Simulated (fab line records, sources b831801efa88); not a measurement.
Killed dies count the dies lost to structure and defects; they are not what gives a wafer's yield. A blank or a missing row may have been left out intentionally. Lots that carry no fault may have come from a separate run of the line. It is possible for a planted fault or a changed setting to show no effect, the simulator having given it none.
Which tool did it? | flow gf180mcu | 6 lots, 18 wafers sampled, at 1 step of a route of 602

## WHAT THE GAUGES SHOWED, per wafer
GF_V3_THK_MEAS_01.
lot  | measured     | on            | V3_CVD_00_THK (nm)
L254 | day 21 12:16 | film metro-03 | 607 610 614
L256 | day 22 15:02 | film metro-02 | 598 592 595
L263 | day 25 05:35 | film metro-02 | 602 605 599
L267 | day 26 07:38 | film metro-01 | 602 610 604
L269 | day 26 23:52 | film metro-01 | 600 606 608
L273 | day 28 00:41 | film metro-02 | 605 604 602

## WHICH TOOL RAN EACH LOT (tool, then ch and the chambers of the sampled wafers, then the start)
Record: no process step prior to these readings.

## THE ANSWER, worked out from the rows above alone
Rule: the lots themselves supply what counts as usual. The widest of any qualifying gaps counts: lots, ordered by their means at a reading, are off when they make up no more than a third of the lots, leave a main group of 4 or more, and stand apart from it by 3 or more times the standard deviation of that group's means. A main group is skipped when, at the precision printed for the reading in the tables above, its means are all equal. A lot without any number at a reading at which 4 lots or more have one is off too. The other lots that the step has rows for count as sound.
Nothing can be told from this: no lot is off at any reading shown.

## WHAT WAS PUT IN BY THE SIMULATOR
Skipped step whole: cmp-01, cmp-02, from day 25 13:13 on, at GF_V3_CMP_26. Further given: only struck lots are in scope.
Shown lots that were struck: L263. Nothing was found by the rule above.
